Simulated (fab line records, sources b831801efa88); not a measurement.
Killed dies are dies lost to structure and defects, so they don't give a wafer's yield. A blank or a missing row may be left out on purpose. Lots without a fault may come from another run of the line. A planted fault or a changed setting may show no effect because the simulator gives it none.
Which tool did it? | flow gf180mcu | 12 lots, 36 wafers sampled, at 3 steps of a route of 602

WHAT THE GAUGES READ, wafer by wafer
GF_V2_RS_MEAS_24: measures by four-point-probe. Usual: V2_W_RS 0.326 ohm/sq, standard deviation 0.0039.
lot  | measured     | on            | V2_W_RS (ohm/sq)  | flag
L193 | day 20 16:05 | film_metro-01 | 0.327 0.328 0.327 |
L194 | day 21 01:46 | film_metro-03 | 0.325 0.328 0.324 |
L195 | day 21 05:17 | film_metro-03 | 0.328 0.327 0.326 |
L196 | day 21 14:24 | film_metro-03 | 0.321 0.321 0.324 |
L201 | day 23 11:54 | film_metro-02 | 0.329 0.327 0.327 |
L203 | day 24 05:31 | film_metro-02 | 0.329 0.329 0.332 |
L204 | day 24 12:55 | film_metro-01 | 0.328 0.328 0.329 |
L205 | day 24 17:08 | film_metro-02 | 0.322 0.323 0.321 |
L206 | day 25 09:38 | film_metro-01 | 0.323 0.319 0.323 |
L207 | day 25 20:26 | film_metro-03 | 0.321 0.321 0.327 |
L210 | day 26 22:38 | film_metro-02 | 0.328 0.328 0.321 |
L215 | day 28 03:36 | film_metro-01 | 0.330 0.332 0.330 |

GF_MIM_RS_MEAS_10: measures by four-point-probe. Usual: MIM_ALCU_RS 0.1590 ohm/sq, standard deviation 0.0021.
lot  | measured     | on            | MIM_ALCU_RS (ohm/sq) | flag
L193 | day 24 18:20 | film_metro-03 | 0.1574 0.1573 0.1616 |
L194 | day 25 04:08 | film_metro-04 | 0.1596 0.1634 0.1601 |
L195 | day 25 07:12 | film_metro-02 | 0.1567 0.1582 0.1561 |
L196 | day 25 15:31 | film_metro-03 | 0.1621 0.1609 0.1607 |
L201 | day 27 08:58 | film_metro-02 | 0.1565 0.1589 0.1588 |
L203 | day 28 02:22 | film_metro-04 | 0.1586 0.1588 0.1587 |
L204 | day 28 08:18 | film_metro-04 | 0.1642 0.1596 0.1597 |
L205 | day 28 12:02 | film_metro-03 | 0.1584 0.1600 0.1592 |
L206 | day 29 03:52 | film_metro-02 | 0.1613 0.1602 0.1587 |
L207 | day 29 12:33 | film_metro-04 | 0.1555 0.1558 0.1590 |
L210 | day 30 12:08 | film_metro-04 | 0.1579 0.1572 0.1602 |
L215 | day 31 13:16 | film_metro-04 | 0.1605 0.1602 0.1599 |

WHICH TOOL RAN EACH LOT (tool, then ch and the chambers of the sampled wafers, then the start)
lot  | GF_V3_CMP_26
L193 | cmp-02 ch 1,2,3, day 22 18:16
L194 | cmp-02 ch 2,3, day 23 04:16
L195 | cmp-02 ch 1,2,3, day 23 06:46
L196 | cmp-02 ch 0,2, day 23 15:24
L201 | cmp-02 ch 0,1,3, day 25 10:45
L203 | cmp-02 ch 0,1,3, day 26 03:50
L204 | cmp-01 ch 0,3, day 26 11:23
L205 | cmp-01 ch 0,2,3, day 26 15:37
L206 | cmp-01 ch 1,2,3, day 27 08:03
L207 | cmp-02 ch 0,1,3, day 27 18:05
L210 | cmp-02 ch 0,1,3, day 28 18:29
L215 | cmp-02 ch 0,1, day 29 20:53
- GF_V3_CMP_26: polishes, stops on SiO2, t overpolish 15 s, target thk 0 nm.

WHAT THE TOOLS THEMSELVES READ (means of the sampled wafers that have a number; where no wafer has one, the mark that the record gives instead)
GF_V3_CMP_26. Usual: motor_current_A 11.4 A, standard deviation 1.4; overpolish_run_s 15.000 s, standard deviation 0.0083; time_to_endpoint_s 85 s, standard deviation 3.9.
lot  | tool   | motor_current_A (A) | overpolish_run_s (s) | time_to_endpoint_s (s) | flag
L193 | cmp-02 | 11.3                | 14.998               | 84                     |
L194 | cmp-02 | 12.4                | 14.997               | 85                     |
L195 | cmp-02 | 11.9                | 15.000               | 86                     |
L196 | cmp-02 | 12.8                | 15.005               | 83                     |
L201 | cmp-02 | 11.4                | 14.993               | 85                     |
L203 | cmp-02 | 11.4                | 14.998               | 80                     |
L204 | cmp-01 | 11.1                | 15.000               | 86                     |
L205 | cmp-01 | 10.9                | 15.004               | 84                     |
L206 | cmp-01 | 10.1                | 15.011               | 86                     |
L207 | cmp-02 | 11.0                | 14.992               | 82                     |
L210 | cmp-02 | 11.2                | 15.006               | 89                     |
L215 | cmp-02 | 11.8                | 14.997               | 86                     |

THE ANSWER, worked out from the rows above alone
Rule: a lot is off if the mean of its wafers that have a number lies more than 3 standard deviations from the usual mean. A lot without any number at a reading at which 4 lots or more have one is off too. The other lots that the step has rows for count as sound. The gauges are gone through in route order, then the tools' own readings, and for those a lot's mean is taken as printed above. The first step at which some lot is off is used, and at that step the reading that is off furthest; a lot without a number counts as furthest.
No lot is off at any reading shown: from this, nothing can be told.

WHAT THE SIMULATOR HAD PUT IN
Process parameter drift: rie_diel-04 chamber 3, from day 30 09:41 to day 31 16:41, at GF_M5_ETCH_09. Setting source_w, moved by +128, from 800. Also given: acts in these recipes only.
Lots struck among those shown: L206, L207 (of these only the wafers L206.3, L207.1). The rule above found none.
